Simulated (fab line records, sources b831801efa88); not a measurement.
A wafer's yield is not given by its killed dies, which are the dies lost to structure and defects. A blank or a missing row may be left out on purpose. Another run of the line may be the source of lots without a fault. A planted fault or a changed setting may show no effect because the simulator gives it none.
Which tool was responsible? ; flow sky130 ; 15 lots with 45 wafers sampled at 2 steps, on a route of 708 steps

## WHAT THE GAUGES READ, wafer by wafer
SKY_VIA1_THK_MEAS_01.
lot;measured;on;VIA1_HDPCVD_THK (nm)
L312;day 34 09:23;film_metro-01;1040 1052 1036
L314;day 34 20:04;film_metro-01;1038 1032 1050
L313;day 34 20:18;film_metro-01;1014 1033 1032
L315;day 35 04:56;film_metro-03;1048 1045 1038
L316;day 35 14:49;film_metro-02;1023 1031 1025
L320;day 37 06:12;film_metro-01;1817 1799 1812
L321;day 37 10:38;film_metro-01;1816 1820 1788
L322;day 37 17:10;film_metro-03;1793 1805 1822
L326;day 39 06:44;film_metro-01;1041 1030 1049
L328;day 39 14:58;film_metro-02;1050 1034 1032
L331;day 40 10:09;film_metro-02;1032 1041 1044
L332;day 40 10:30;film_metro-01;1023 1031 1028
L333;day 40 17:04;film_metro-03;1039 1024 1031
L334;day 40 19:27;film_metro-01;1037 1045 1033
L335;day 41 01:06;film_metro-02;1053 1036 1024

## TOOL THAT RAN EACH LOT (tool first, then ch and the chambers of the sampled wafers, then the start)
lot;SKY_VIA1_HDPCVD_00
L312;hdpcvd-02 ch 0,1, day 34 09:16
L314;hdpcvd-02 ch 0,1,2, day 34 19:56
L313;hdpcvd-01 ch 1, day 34 20:08
L315;hdpcvd-01 ch 1,2, day 35 04:49
L316;hdpcvd-01 ch 1,2, day 35 14:42
L320;hdpcvd-02 ch 0,1,2, day 37 06:04
L321;hdpcvd-02 ch 0,1,2, day 37 10:34
L322;hdpcvd-02 ch 0,1,2, day 37 17:03
L326;hdpcvd-01 ch 0,1,2, day 39 06:37
L328;hdpcvd-01 ch 0,1, day 39 14:51
L331;hdpcvd-02 ch 0,1, day 40 10:02
L332;hdpcvd-01 ch 0,1,2, day 40 10:23
L333;hdpcvd-02 ch 0,1,2, day 40 16:58
L334;hdpcvd-02 ch 0,2, day 40 19:20
L335;hdpcvd-02 ch 0,1, day 41 00:59
- SKY_VIA1_HDPCVD_00: deposits SiO2, target thk 1030 nm, time 171.7 s.

## AS READ BY THE TOOLS THEMSELVES (means over the sampled wafers that have a number; for cases with no such wafer, the mark the record gives instead)
The record holds no such reading with a usual standard deviation.

## THE ANSWER, worked out from the rows above alone
Rule: the usual values come from the lots themselves. Put in order of their means at a reading, lots are off if they are a third of the lots or fewer, leave a main group of 4 or more, and stand apart from it by a gap of 3 or more times the standard deviation of the main group's means; of several such gaps the widest counts. A main group whose means are all the same, to the digits that the tables above print for the reading, isn't used. A lot without any number at a reading at which 4 lots or more have one is off too. Where the step has rows for the other lots, those lots are counted as sound. First the gauges in route order, then the tools' own readings, where a lot's mean is used as printed above. The first step at which some lot is off is used, and at that step the reading that is off furthest; a lot without a number counts as furthest.
Off: at SKY_VIA1_THK_MEAS_01 (VIA1_HDPCVD_THK), L320, L321, L322. For the main group the mean is 1036 nm and the standard deviation 6.1.
A tool fits if, at a process step before that reading, it ran every lot that is off, and no sound lot after the first of them. The gauges at SKY_VIA1_THK_MEAS_01 are tried like those tools. Of those tried, none fits.

## WHAT HAD BEEN PUT IN BY THE SIMULATOR
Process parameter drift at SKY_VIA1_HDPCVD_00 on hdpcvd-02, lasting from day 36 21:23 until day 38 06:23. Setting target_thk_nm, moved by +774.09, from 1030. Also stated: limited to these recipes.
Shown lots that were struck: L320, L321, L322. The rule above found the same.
